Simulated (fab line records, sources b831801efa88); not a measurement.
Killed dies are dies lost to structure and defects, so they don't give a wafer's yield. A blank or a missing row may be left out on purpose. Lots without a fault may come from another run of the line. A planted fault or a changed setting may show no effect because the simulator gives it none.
Chamber matching | flow gf180mcu | GF_CONTACT_CMP_27 on cmp-01: 4 sister chambers
The step polishes, stops on SiO2, t overpolish 15 s, target thk 0 nm. 4 wafers are shown with their chamber, then 8 later ones without.

WAFERS WITH THEIR CHAMBER
wafer  | chamber | motor_current_A (A)
L215.2 | 2       | 10.0
L215.3 | 0       | 10.4
L216.1 | 3       | 9.1
L216.3 | 1       | 12.6

WAFERS WITHOUT THEIR CHAMBER
wafer  | motor_current_A (A)
L216.5 | 11.0
L217.1 | 11.1
L217.2 | 12.2
L217.5 | 11.0
L222.1 | 9.6
L222.3 | 10.4
L223.1 | 11.4
L223.6 | 9.1

WHICH CHAMBER EACH WENT THROUGH
wafer  | from the rows above          | in truth
L216.5 | can't be placed: 0 or 2 or 1 | 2
L217.1 | can't be placed: 0 or 2 or 1 | 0
L217.2 | 1                            | 1
L217.5 | can't be placed: 0 or 2 or 1 | 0
L222.1 | can't be placed: 2 or 3 or 0 | 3
L222.3 | can't be placed: 0 or 2      | 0
L223.1 | can't be placed: 0 or 1 or 2 | 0
L223.6 | can't be placed: 3 or 2      | 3
Placed correctly: 1 of 8. Can't be placed from these rows: 7 (the true chamber is among the candidates in 7). Placed wrongly: 0.
How it was worked out, from the rows above alone: a wafer's distance from a chamber is the root of the sum, over the readings, of the square of ((its reading less the chamber's mean) divided by the reading's scatter). The wafer belongs to the nearest chamber; if the next one is less than 2 further off, it can't be placed. A chamber's mean is the mean of its shown wafers. The scatter: with one shown wafer a chamber, the root of the mean of the squares of how far each hidden wafer lies from its nearest shown one.
